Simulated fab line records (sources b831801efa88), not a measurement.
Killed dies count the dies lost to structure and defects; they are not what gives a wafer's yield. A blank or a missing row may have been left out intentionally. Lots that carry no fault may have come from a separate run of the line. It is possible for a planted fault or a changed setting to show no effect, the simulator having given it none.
fab line records ; flow sky130
[record] lots = 13; wafers = 39; lastDay = 50
route steps=708 shown SONOS_ONO@182 POLY_GATE@227 LDD_HVN@271 PAD_OPEN@708
lots with no fault: from the same line, run without faults
startH: hours from the record's first day to the start of the lot's first wafer shown ; waitH: how many hours have passed since the lot's step before this one ; " unchanged from the row above ; L1.1+2: one row covering several wafers at once ; - value missing, or start not given ; * or withheld: withheld ; < > ~ a bound
route shown NAME@n: NAME is a module with steps in the file, n the number in the route of the first one ; usual: the fault-free wafers' mean and standard deviation ; same: alike in all rows ; chamber/n: place in a boat ; sites: per-site readings ; _std_site: standard deviation of those values ; _edge_site: outer sites' mean less inner sites' ; radiusMm: how far each site lies from the wafer's centre ; mask NAME#n: copy n ; behind: the tool/chamber that last shaped the wafer ; hold: why the lot went on hold/how many hours it stayed there/how the hold came to an end ; device: the n, p or np transistor that did not switch ; end of line: the tests these same wafers got at the end of their route ; a step given without rows: its recipe and nothing more ; killed: dies lost to structure and defects at the first sort, not the wafer's yield ; map: the dies of a wafer, with x for killed, . for not killed, _ for no die there
set.NAME: the setting that was run; set.NAME@STEP: the one run at that earlier step ; model.NAME: the simulator's own value behind a step, which no gauge read
one table for each step of the route and one row for each wafer, over a sample of lots
services: the hour from which a tool's chamber was out of use, counted from the record's first day as startH (under 0 if before that day), plus the number of hours and why
[[steps]]
[step SKY_SONOS_ONO_OVL_MEAS_14]
[usual] SONOS_ONO_OVL = -0.1/1.2
lot.wafer;tool;chamber;startH;waitH;SONOS_ONO_OVL[nm]
L394.1;overlay-02;-;279.08;0.1;-0.8
L394.4;overlay-02;-;279.08;0.1;-0.3
L394.5;overlay-02;-;279.08;0.1;0.1
L396.2;overlay-02;-;299.09;0.1;-1.6
L396.5;overlay-02;-;299.09;0.1;-1.7
L396.6;overlay-02;-;299.09;0.1;-1.7
L397.1;overlay-02;-;306.23;0.1;-1.0
L397.2;overlay-02;-;306.23;0.1;-0.1
L397.3;overlay-02;-;306.23;0.1;-0.2
L398.2;overlay-02;-;313.74;0.1;0.2
L398.5;overlay-02;-;313.74;0.1;-0.3
L398.6;overlay-02;-;313.74;0.1;0.1
L408.2;overlay-01;-;394.33;0.1;-0.1
L408.3;overlay-01;-;394.33;0.1;0.8
L408.5;overlay-01;-;394.33;0.1;-0.3
L409.1;overlay-02;-;401.68;0.1;-0.4
L409.2;overlay-02;-;401.68;0.1;1.1
L409.3;overlay-02;-;401.68;0.1;1.2
L410.1;overlay-02;-;414.28;0.1;0.2
L410.4;overlay-02;-;414.28;0.1;0.2
L410.5;overlay-02;-;414.28;0.1;1.3
L412.1;overlay-01;-;425.87;0.1;-0.6
L412.4;overlay-01;-;425.87;0.1;-1.4
L412.6;overlay-01;-;425.87;0.1;-1.0
L413.2;overlay-01;-;436.89;0.1;0.6
L413.3;overlay-01;-;436.89;0.1;0.6
L413.6;overlay-01;-;436.89;0.1;-0.5
L414.1;overlay-02;-;448.43;0.1;1.9
L414.2;overlay-02;-;448.43;0.1;-0.7
L414.3;overlay-02;-;448.43;0.1;-0.9
L415.1;overlay-02;-;454.42;0.1;2.7
L415.4;overlay-02;-;454.42;0.1;1.4
L415.5;overlay-02;-;454.42;0.1;0.3
L416.2;overlay-01;-;463.73;0.1;-0.8
L416.3;overlay-01;-;463.73;0.1;-0.7
L416.4;overlay-01;-;463.73;0.1;2.0
L417.1;overlay-01;-;468.28;0.1;-0.4
L417.3;overlay-01;-;468.28;0.1;0.2
L417.4;overlay-01;-;468.28;0.1;-1.8
[step SKY_POLY_GATE_CD_MEAS_13]
[recipe] targetCdNm = 150
[usual] cdNm = 150.0/1.5
lot.wafer;tool;chamber;startH;waitH;cdNm
L394.1;cdSem-01;-;366.75;-;149.5
L394.4;cdSem-01;-;366.75;-;148.7
L394.5;cdSem-01;-;366.75;-;148.7
L396.2;cdSem-01;-;390.02;-;148.9
L396.5;cdSem-01;-;390.02;-;149.8
L396.6;cdSem-01;-;390.02;-;148.5
L397.1;cdSem-02;-;396.40;-;149.7
L397.2;cdSem-02;-;396.40;-;151.1
L397.3;cdSem-02;-;396.40;-;150.5
L398.2;cdSem-02;-;406.62;-;151.1
L398.5;cdSem-02;-;406.62;-;151.8
L398.6;cdSem-02;-;406.62;-;149.2
L408.2;cdSem-01;-;493.87;-;151.7
L408.3;cdSem-01;-;493.87;-;151.2
L408.5;cdSem-01;-;493.87;-;150.3
L409.1;cdSem-01;-;501.65;-;151.5
L409.2;cdSem-01;-;501.65;-;152.2
L409.3;cdSem-01;-;501.65;-;151.5
L410.1;cdSem-01;-;513.84;-;150.1
L410.4;cdSem-01;-;513.84;-;151.5
L410.5;cdSem-01;-;513.84;-;152.0
L412.1;cdSem-01;-;526.49;-;150.7
L412.4;cdSem-01;-;526.49;-;150.5
L412.6;cdSem-01;-;526.49;-;150.9
L413.2;cdSem-01;-;535.18;-;152.9
L413.3;cdSem-01;-;535.18;-;151.1
L413.6;cdSem-01;-;535.18;-;152.6
L414.1;cdSem-01;-;545.81;-;150.7
L414.2;cdSem-01;-;545.81;-;150.1
L414.3;cdSem-01;-;545.81;-;151.6
L415.1;cdSem-01;-;552.65;-;150.2
L415.4;cdSem-01;-;552.65;-;149.7
L415.5;cdSem-01;-;552.65;-;151.1
L416.2;cdSem-01;-;560.58;-;147.1
L416.3;cdSem-01;-;560.58;-;148.6
L416.4;cdSem-01;-;560.58;-;148.7
L417.1;cdSem-01;-;564.64;-;149.8
L417.3;cdSem-01;-;564.64;-;150.3
L417.4;cdSem-01;-;564.64;-;149.8
[step SKY_LDD_HVN_EXPOSE_04]
[recipe] maskId = HVNTM; na = 0.6; sourceShape = conventional; sigmaOuter = 0.6; polarization = unpolarized; targetCdNm = 700; doseMj = 127
lot.wafer;tool;chamber;startH;waitH;mask
L394.1+4+5;ilineStepper-01;0;443.86;-;HVNTM#0
L396.2+5+6;ilineStepper-01;0;471.71;-;HVNTM#0
L397.1+2+3;ilineStepper-02;0;477.99;-;HVNTM#0
L398.2+5+6;ilineStepper-01;0;488.51;-;HVNTM_R1#0
L408.2+3+5;ilineStepper-01;0;572.91;-;HVNTM#0
L409.1+2+3;ilineStepper-02;0;579.24;-;HVNTM#0
L410.1+4+5;ilineStepper-02;0;590.96;-;HVNTM#0
L412.1+4+6;ilineStepper-02;0;604.19;-;HVNTM#0
L413.2+3+6;ilineStepper-02;0;611.23;-;HVNTM#0
L414.1+2+3;ilineStepper-01;0;622.07;-;HVNTM#0
L415.1+4+5;ilineStepper-01;0;629.11;-;HVNTM#0
L416.2+3+4;ilineStepper-02;0;637.46;-;HVNTM#0
L417.1+3+4;ilineStepper-02;0;640.46;-;HVNTM#0
[step SKY_LDD_HVN_STRIP_09]
[recipe] chemistry = O2/N2; powerW = 1400; pressureMtorr = 1500; platenTempC = withheld; o2FlowSccm = 3000; n2FlowSccm = 300; overashFraction = 0.5
[usual] drypumpMotorCurrentA = 5.5/0.5; oesProductAu = 0.409/0.0048; stripTimeToEndpointS = 4.133/0.016
lot.wafer;tool;chamber;startH;waitH;drypumpMotorCurrentA;oesProductAu;rfHoursCounterH;stripTimeToEndpointS
L394.1;plasmaAsher-02;1;459.15;0.1;5.8;0.417;79;4.134
L394.4;plasmaAsher-02;1;459.15;0.1;5.8;0.409;-;4.151
L394.5;plasmaAsher-02;1;459.15;0.1;5.8;0.405;-;4.145
L396.2;plasmaAsher-02;1;487.10;0.1;5.8;0.411;82;4.123
L396.5;plasmaAsher-02;0;487.10;0.1;6.2;0.406;-;4.119
L396.6;plasmaAsher-02;1;487.10;0.1;5.8;0.409;-;4.123
L397.1;plasmaAsher-02;1;492.90;0.1;5.8;0.411;82;4.137
L397.2;plasmaAsher-02;0;492.90;0.1;6.2;0.415;82;4.143
L397.3;plasmaAsher-02;1;492.90;0.1;5.8;0.412;-;4.148
L398.2;plasmaAsher-02;0;503.40;0.1;6.2;0.403;84;4.103
L398.5;plasmaAsher-02;0;503.40;0.1;6.2;0.405;-;4.105
L398.6;plasmaAsher-02;1;503.40;0.1;5.8;0.413;-;4.106
L408.2;plasmaAsher-01;1;587.20;0.1;5.5;0.404;15;4.124
L408.3;plasmaAsher-01;0;587.20;0.1;4.9;0.410;-;4.121
L408.5;plasmaAsher-01;0;587.20;0.1;4.9;0.396;-;4.119
L409.1;plasmaAsher-02;1;593.30;0.1;5.8;0.416;93;4.141
L409.2;plasmaAsher-02;0;593.30;0.1;6.2;0.405;93;4.137
L409.3;plasmaAsher-02;1;593.30;0.1;5.8;0.415;-;4.145
L410.1;plasmaAsher-01;1;605.15;0.1;5.5;0.407;17;4.150
L410.4;plasmaAsher-01;0;605.15;0.1;5.0;0.407;-;4.136
L410.5;plasmaAsher-01;1;605.15;0.1;5.5;0.400;-;4.145
L412.1;plasmaAsher-03;0;618.95;0.1;5.7;0.415;50;4.133
L412.4;plasmaAsher-03;1;618.95;0.1;4.6;0.399;-;4.134
L412.6;plasmaAsher-03;0;618.95;0.1;5.7;0.404;-;4.135
L413.2;plasmaAsher-02;0;625.95;0.1;6.2;0.400;96;4.124
L413.3;plasmaAsher-02;0;625.95;0.1;6.2;0.418;-;4.137
L413.6;plasmaAsher-02;1;625.95;0.1;5.8;0.410;-;4.128
L414.1;plasmaAsher-03;1;636.90;0.1;4.7;0.415;52;4.153
L414.2;plasmaAsher-03;0;636.90;0.1;5.7;0.414;52;4.151
L414.3;plasmaAsher-03;1;636.90;0.1;4.7;0.409;-;4.155
L415.1;plasmaAsher-01;1;643.63;0.1;5.5;0.403;21;4.125
L415.4;plasmaAsher-01;1;643.63;0.1;5.5;0.406;-;4.129
L415.5;plasmaAsher-01;0;643.63;0.1;4.9;0.411;-;4.135
L416.2;plasmaAsher-01;1;650.90;0.1;5.5;0.410;22;4.134
L416.3;plasmaAsher-01;1;650.90;0.1;5.5;0.414;-;4.124
L416.4;plasmaAsher-01;0;650.90;0.1;4.9;0.410;-;4.135
L417.1;plasmaAsher-02;0;654.10;0.1;6.2;0.407;100;4.165
L417.3;plasmaAsher-02;1;654.10;0.1;5.8;0.408;-;4.158
L417.4;plasmaAsher-02;0;654.10;0.1;6.2;0.405;-;4.156
[step SKY_PAD_OPEN_PROBE_99]
[usual] killed_at_M0_to_M3 = 43/6.9; killed_at_M4_up = 3.2/2; killedAtContacts = 25/5.1; killedAtFrontEnd = 15/4.5; killedAtOther = 0.2/0.51; killedDies = 85/9.5; killedOpen = 48/6.9; killedShort = 38/6.7
[same] grossDies = 492; killedAtBackSide = 0
lot.wafer;tool;chamber;startH;waitH;killed_at_M0_to_M3;killed_at_M4_up;killedAtContacts;killedAtFrontEnd;killedAtOther;killedDies;killedOpen;killedShort
L394.1;prober-02;-;1070.15;0.1;43;1;17;11;0;72;41;31
L394.4;prober-02;-;1070.30;0.2;45;1;28;22;0;96;47;49
L394.5;prober-02;-;1070.35;0.2;46;2;31;13;0;92;54;38
L396.2;prober-02;-;1087.87;0.1;44;6;20;16;0;86;48;38
L396.5;prober-02;-;1088.02;0.2;38;2;24;18;0;82;46;36
L396.6;prober-02;-;1088.07;0.2;34;1;21;23;1;80;45;35
L397.1;prober-01;-;1093.95;0.1;39;6;21;7;0;73;41;32
L397.2;prober-01;-;1094.00;0.1;41;3;31;25;0;100;50;50
L397.3;prober-01;-;1094.05;0.2;31;3;31;17;0;82;49;33
L398.2;prober-02;-;1100.33;0.1;41;4;36;11;0;92;49;43
L398.5;prober-02;-;1100.48;0.2;44;4;24;10;0;82;50;32
L398.6;prober-02;-;1100.53;0.2;43;2;25;13;0;83;49;34
L408.2;prober-02;-;1152.52;0.1;39;1;16;10;1;67;31;36
L408.3;prober-02;-;1152.57;0.2;43;2;29;14;0;88;56;32
L408.5;prober-02;-;1152.67;0.2;47;6;14;7;0;74;41;33
L409.1;prober-01;-;1159.22;0.1;50;1;24;11;1;87;38;49
L409.2;prober-01;-;1159.27;0.1;50;2;22;9;0;83;48;35
L409.3;prober-01;-;1159.32;0.2;53;1;24;10;0;88;47;41
L410.1;prober-02;-;1165.47;0.1;41;4;30;12;0;87;50;37
L410.4;prober-02;-;1165.62;0.2;39;2;15;23;0;79;39;40
L410.5;prober-02;-;1165.67;0.2;59;2;28;20;0;109;59;50
L412.1;prober-02;-;1173.42;0.1;40;2;24;15;0;81;42;39
L412.4;prober-02;-;1173.57;0.2;43;3;22;9;0;77;38;39
L412.6;prober-02;-;1173.67;0.2;37;1;22;15;0;75;38;37
L413.2;prober-01;-;1178.01;0.1;57;2;14;11;0;84;45;39
L413.3;prober-01;-;1178.06;0.2;46;8;21;14;0;89;40;49
L413.6;prober-01;-;1178.21;0.2;38;2;28;9;1;78;47;31
L414.1;prober-02;-;1183.37;0.1;44;2;28;14;0;88;41;47
L414.2;prober-02;-;1183.42;0.1;37;7;26;14;1;85;46;39
L414.3;prober-02;-;1183.47;0.2;42;4;28;19;0;93;59;34
L415.1;prober-01;-;1187.28;0.1;28;4;35;13;1;81;40;41
L415.4;prober-01;-;1187.43;0.2;44;1;30;20;0;95;59;36
L415.5;prober-01;-;1187.48;0.2;32;2;17;16;0;67;39;28
L416.2;prober-02;-;1192.85;0.1;55;7;27;16;1;106;54;52
L416.3;prober-02;-;1192.90;0.2;36;2;31;18;0;87;43;44
L416.4;prober-02;-;1192.95;0.2;46;1;30;11;0;88;54;34
L417.1;prober-01;-;1194.58;0.1;24;2;29;15;0;70;39;31
L417.3;prober-01;-;1194.68;0.2;39;2;33;12;0;86;49;37
L417.4;prober-01;-;1194.73;0.2;36;3;18;16;0;73;44;29
// killed by level:class
L394.1 VIA1:geometricParticle:open=14 LI_CONTACT:geometricParticle:open=6 METAL2:geometricParticle:short=6 VIA2:geometricParticle:open=6 CONTACT:geometricParticle:open=5 METAL1:geometricParticle:short=5 FIELD_ISO:geometricParticle:short=3 LOCAL_INTERCONNECT:geometricParticle:short=3
L394.4 CONTACT:geometricParticle:open=9 FIELD_ISO:geometricParticle:open=8 VIA1:geometricParticle:open=7 LI_CONTACT:geometricParticle:open=6 LOCAL_INTERCONNECT:geometricParticle:short=6 CONTACT:geometricParticle:short=6 VIA1:geometricParticle:short=6 VIA3:geometricParticle:open=6
L394.5 VIA1:geometricParticle:open=13 LI_CONTACT:geometricParticle:open=11 VIA3:geometricParticle:open=10 CONTACT:geometricParticle:open=6 LOCAL_INTERCONNECT:geometricParticle:short=5 VIA1:geometricParticle:short=5 METAL2:geometricParticle:short=5 CONTACT:geometricParticle:short=4
L396.2 VIA1:geometricParticle:open=12 VIA3:geometricParticle:open=8 LI_CONTACT:geometricParticle:open=6 CONTACT:geometricParticle:short=6 VIA1:geometricParticle:short=5 VIA2:geometricParticle:open=5 FIELD_ISO:geometricParticle:open=4 POLY_GATE:geometricParticle:short=4
L396.5 CONTACT:geometricParticle:open=11 FIELD_ISO:geometricParticle:open=7 VIA1:geometricParticle:open=6 VIA2:geometricParticle:open=6 VIA3:geometricParticle:open=6 CONTACT:geometricParticle:short=5 POLY_GATE:geometricParticle:short=4 METAL1:geometricParticle:short=4
L396.6 CONTACT:geometricParticle:open=8 POLY_GATE:geometricParticle:short=7 VIA2:geometricParticle:open=7 FIELD_ISO:geometricParticle:open=6 CONTACT:geometricParticle:short=6 VIA3:geometricParticle:open=6 VIA1:geometricParticle:open=5 LI_CONTACT:geometricParticle:open=4
L397.1 VIA1:geometricParticle:open=12 CONTACT:geometricParticle:open=6 LI_CONTACT:geometricParticle:open=5 VIA2:geometricParticle:open=5 METAL4:geometricParticle:short=5 LOCAL_INTERCONNECT:geometricParticle:short=4 CONTACT:geometricParticle:short=4 METAL1:geometricParticle:short=4
L397.2 CONTACT:geometricParticle:open=12 METAL2:geometricParticle:short=9 POLY_GATE:geometricParticle:open=8 METAL1:geometricParticle:short=7 POLY_GATE:geometricParticle:short=7 VIA3:geometricParticle:open=6 VIA1:geometricParticle:open=6 FIELD_ISO:geometricParticle:short=5
L397.3 CONTACT:geometricParticle:open=13 LI_CONTACT:geometricParticle:open=8 VIA3:geometricParticle:open=8 FIELD_ISO:geometricParticle:open=5 METAL1:geometricParticle:short=5 VIA1:geometricParticle:open=5 FIELD_ISO:geometricParticle:short=4 POLY_GATE:geometricParticle:short=4
L398.2 CONTACT:geometricParticle:open=11 CONTACT:geometricParticle:short=9 VIA3:geometricParticle:open=8 VIA2:geometricParticle:open=7 LI_CONTACT:geometricParticle:open=6 METAL1:geometricParticle:short=6 FIELD_ISO:geometricParticle:open=4 LI_CONTACT:geometricParticle:short=4
L398.5 VIA1:geometricParticle:open=13 VIA3:geometricParticle:open=9 CONTACT:geometricParticle:open=8 LI_CONTACT:geometricParticle:open=6 LOCAL_INTERCONNECT:geometricParticle:short=5 METAL2:geometricParticle:short=4 VIA1:geometricParticle:short=4 VIA2:geometricParticle:open=4
L398.6 VIA1:geometricParticle:open=8 VIA3:geometricParticle:open=8 CONTACT:geometricParticle:open=7 LI_CONTACT:geometricParticle:open=6 CONTACT:geometricParticle:short=6 METAL2:geometricParticle:open=5 FIELD_ISO:geometricParticle:short=4 METAL1:geometricParticle:short=4
L408.2 METAL2:geometricParticle:short=9 CONTACT:geometricParticle:open=6 LOCAL_INTERCONNECT:geometricParticle:short=5 VIA1:geometricParticle:short=5 POLY_GATE:geometricParticle:open=4 VIA2:geometricParticle:open=4 LI_CONTACT:geometricParticle:open=4 METAL1:geometricParticle:short=4
L408.3 VIA1:geometricParticle:open=15 CONTACT:geometricParticle:open=12 VIA3:geometricParticle:open=8 LI_CONTACT:geometricParticle:open=8 METAL2:geometricParticle:short=6 FIELD_ISO:geometricParticle:open=4 FIELD_ISO:geometricParticle:short=3 LI_CONTACT:geometricParticle:short=3
L408.5 VIA1:geometricParticle:open=11 VIA1:geometricParticle:short=7 VIA3:geometricParticle:open=6 CONTACT:geometricParticle:open=5 METAL2:geometricParticle:short=5 VIA2:geometricParticle:open=5 FIELD_ISO:geometricParticle:open=4 LI_CONTACT:geometricParticle:open=4
L409.1 VIA3:geometricParticle:open=8 VIA1:geometricParticle:short=7 CONTACT:geometricParticle:short=7 VIA2:geometricParticle:open=7 LI_CONTACT:geometricParticle:open=6 METAL2:geometricParticle:short=6 VIA2:geometricParticle:short=5 METAL1:geometricParticle:short=5
L409.2 LI_CONTACT:geometricParticle:open=9 VIA1:geometricParticle:open=9 VIA1:geometricParticle:short=8 VIA3:geometricParticle:open=7 CONTACT:geometricParticle:open=6 METAL1:geometricParticle:short=6 METAL2:geometricParticle:short=5 VIA2:geometricParticle:short=5
L409.3 VIA1:geometricParticle:open=12 CONTACT:geometricParticle:open=11 METAL2:geometricParticle:short=9 METAL1:geometricParticle:short=8 VIA3:geometricParticle:open=7 LI_CONTACT:geometricParticle:open=5 VIA1:geometricParticle:short=5 POLY_GATE:geometricParticle:short=4
L410.1 VIA1:geometricParticle:open=13 CONTACT:geometricParticle:open=11 VIA3:geometricParticle:open=7 LI_CONTACT:geometricParticle:open=6 CONTACT:geometricParticle:short=6 METAL1:geometricParticle:short=6 FIELD_ISO:geometricParticle:short=5 METAL2:geometricParticle:short=5
L410.4 FIELD_ISO:geometricParticle:short=8 CONTACT:geometricParticle:open=7 FIELD_ISO:geometricParticle:open=6 VIA1:geometricParticle:short=6 METAL1:geometricParticle:short=6 VIA1:geometricParticle:open=6 VIA2:geometricParticle:open=5 VIA2:geometricParticle:short=4
L410.5 CONTACT:geometricParticle:open=12 VIA3:geometricParticle:open=10 VIA1:geometricParticle:open=10 VIA1:geometricParticle:short=7 METAL1:geometricParticle:short=6 VIA3:geometricParticle:short=6 LI_CONTACT:geometricParticle:open=5 CONTACT:geometricParticle:short=5
L412.1 VIA1:geometricParticle:open=12 CONTACT:geometricParticle:open=7 LI_CONTACT:geometricParticle:open=6 FIELD_ISO:geometricParticle:open=5 LOCAL_INTERCONNECT:geometricParticle:short=5 VIA1:geometricParticle:short=5 VIA3:geometricParticle:short=5 METAL2:geometricParticle:short=5
L412.4 VIA1:geometricParticle:open=11 VIA3:geometricParticle:open=7 VIA2:geometricParticle:short=6 METAL1:geometricParticle:short=6 LI_CONTACT:geometricParticle:open=5 LOCAL_INTERCONNECT:geometricParticle:short=5 CONTACT:geometricParticle:short=5 CONTACT:geometricParticle:open=5
L412.6 VIA2:geometricParticle:open=9 LI_CONTACT:geometricParticle:open=7 CONTACT:geometricParticle:open=6 METAL2:geometricParticle:short=6 VIA1:geometricParticle:short=6 VIA1:geometricParticle:open=5 FIELD_ISO:geometricParticle:short=4 LI_CONTACT:geometricParticle:short=4
L413.2 VIA3:geometricParticle:open=10 METAL1:geometricParticle:short=8 METAL2:geometricParticle:short=8 VIA1:geometricParticle:open=7 VIA1:geometricParticle:short=6 VIA2:geometricParticle:open=6 FIELD_ISO:geometricParticle:open=5 LI_CONTACT:geometricParticle:open=5
L413.3 VIA1:geometricParticle:open=10 CONTACT:geometricParticle:open=7 METAL1:geometricParticle:short=7 VIA2:geometricParticle:open=6 METAL4:geometricParticle:short=6 FIELD_ISO:geometricParticle:short=5 POLY_GATE:geometricParticle:short=5 VIA3:geometricParticle:short=5
L413.6 LI_CONTACT:geometricParticle:open=12 VIA1:geometricParticle:open=12 CONTACT:geometricParticle:open=9 METAL2:geometricParticle:short=6 METAL1:geometricParticle:short=5 VIA2:geometricParticle:open=4 POLY_GATE:geometricParticle:short=3 CONTACT:geometricParticle:short=3
L414.1 VIA1:geometricParticle:open=8 CONTACT:geometricParticle:short=8 VIA1:geometricParticle:short=8 CONTACT:geometricParticle:open=7 LI_CONTACT:geometricParticle:open=6 VIA3:geometricParticle:open=6 LOCAL_INTERCONNECT:geometricParticle:short=6 METAL1:geometricParticle:short=6
L414.2 CONTACT:geometricParticle:open=10 VIA1:geometricParticle:open=9 FIELD_ISO:geometricParticle:open=6 LOCAL_INTERCONNECT:geometricParticle:short=6 METAL4:geometricParticle:short=6 VIA1:geometricParticle:short=5 VIA3:geometricParticle:open=5 LI_CONTACT:geometricParticle:open=4
L414.3 CONTACT:geometricParticle:open=16 VIA1:geometricParticle:open=9 VIA3:geometricParticle:open=6 VIA2:geometricParticle:open=6 FIELD_ISO:geometricParticle:open=5 LI_CONTACT:geometricParticle:open=5 CONTACT:geometricParticle:short=5 METAL3:geometricParticle:short=5
L415.1 CONTACT:geometricParticle:short=11 LI_CONTACT:geometricParticle:open=9 CONTACT:geometricParticle:open=9 VIA1:geometricParticle:open=8 VIA3:geometricParticle:open=5 SPACER:geometricParticle:short=4 VIA1:geometricParticle:short=4 LI_CONTACT:geometricParticle:short=3
L415.4 FIELD_ISO:geometricParticle:open=9 LI_CONTACT:geometricParticle:open=9 CONTACT:geometricParticle:open=9 VIA3:geometricParticle:open=8 VIA1:geometricParticle:open=8 VIA2:geometricParticle:open=7 LI_CONTACT:geometricParticle:short=6 CONTACT:geometricParticle:short=5
L415.5 VIA1:geometricParticle:open=8 CONTACT:geometricParticle:open=6 VIA2:geometricParticle:open=5 METAL2:geometricParticle:short=5 VIA3:geometricParticle:open=5 LI_CONTACT:geometricParticle:open=4 FIELD_ISO:geometricParticle:open=4 POLY_GATE:geometricParticle:open=3
L416.2 VIA1:geometricParticle:open=14 VIA1:geometricParticle:short=8 VIA3:geometricParticle:open=8 LI_CONTACT:geometricParticle:open=7 CONTACT:geometricParticle:open=6 CONTACT:geometricParticle:short=6 METAL4:geometricParticle:short=6 FIELD_ISO:geometricParticle:short=5
L416.3 VIA1:geometricParticle:open=9 LI_CONTACT:geometricParticle:open=8 FIELD_ISO:geometricParticle:short=7 VIA3:geometricParticle:open=6 LOCAL_INTERCONNECT:geometricParticle:short=6 CONTACT:geometricParticle:open=6 POLY_GATE:geometricParticle:short=5 LI_CONTACT:geometricParticle:short=5
L416.4 VIA3:geometricParticle:open=13 CONTACT:geometricParticle:open=10 LI_CONTACT:geometricParticle:open=8 VIA1:geometricParticle:open=8 VIA2:geometricParticle:open=5 VIA1:geometricParticle:short=5 LI_CONTACT:geometricParticle:short=4 LOCAL_INTERCONNECT:geometricParticle:short=4
L417.1 CONTACT:geometricParticle:open=13 VIA1:geometricParticle:open=7 LI_CONTACT:geometricParticle:open=5 POLY_GATE:geometricParticle:open=4 LI_CONTACT:geometricParticle:short=4 LOCAL_INTERCONNECT:geometricParticle:short=4 POLY_GATE:geometricParticle:short=3 METAL1:geometricParticle:short=3
L417.3 VIA1:geometricParticle:open=11 CONTACT:geometricParticle:open=10 LI_CONTACT:geometricParticle:open=8 CONTACT:geometricParticle:short=7 VIA3:geometricParticle:open=6 POLY_GATE:geometricParticle:open=5 LOCAL_INTERCONNECT:geometricParticle:short=5 VIA1:geometricParticle:short=5
L417.4 CONTACT:geometricParticle:open=11 VIA3:geometricParticle:open=9 METAL1:geometricParticle:short=7 FIELD_ISO:geometricParticle:short=5 VIA1:geometricParticle:open=5 METAL2:geometricParticle:short=4 VIA2:geometricParticle:open=4 METAL3:geometricParticle:short=4
[[services]]
tool;chamber;startH;hours;kind
plasmaAsher-01;-;421.25;9.0;pm
plasmaAsher-01;0;421.25;9.0;ventCycle
plasmaAsher-01;1;421.25;9.0;ventCycle
plasmaAsher-01;0;430.25;-;clean
plasmaAsher-01;1;430.25;-;clean
ilineStepper-02;-;438.34;3.4;repair
plasmaAsher-03;-;463.79;1.7;repair
plasmaAsher-03;-;471.92;1.0;repair
plasmaAsher-03;-;496.46;1.6;repair
ilineStepper-02;-;501.20;7.1;repair
plasmaAsher-01;-;518.74;0.4;repair
ilineStepper-01;-;535.03;6.5;repair
ilineStepper-02;-;625.45;1.7;pm
ilineStepper-01;-;632.63;1.7;pm
plasmaAsher-03;-;647.33;4.4;repair
[[key]]
[firstSign] step = SKY_LDD_HVN_EXPOSE_04; reading = mask; direction = changed
effect none on later readings
metAt SKY_LDD_HVN_EXPOSE_04
struckLots L398
testerLeftOut L398
notActingAt SKY_SONOS_ONO_OVL_MEAS_14,SKY_POLY_GATE_CD_MEAS_13,SKY_LDD_HVN_STRIP_09
onsetBetween 471.71 488.51
[fault] kind = wrongMask; tool = any; chamber = -; onsetH = 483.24; steps = SKY_LDD_HVN_EXPOSE_04; auxCopy = HVNTM_R1#0; cdOffsetNm = 105; scope = struckLotsOnly
// testerLeftOut: of these lots the tester's yield and bins aren't shown, on N5 and GAA mostly nor the transistor test; their killed dies are dies lost to structure and defects alone, not to doping, threshold or leakage, so they don't give the yield
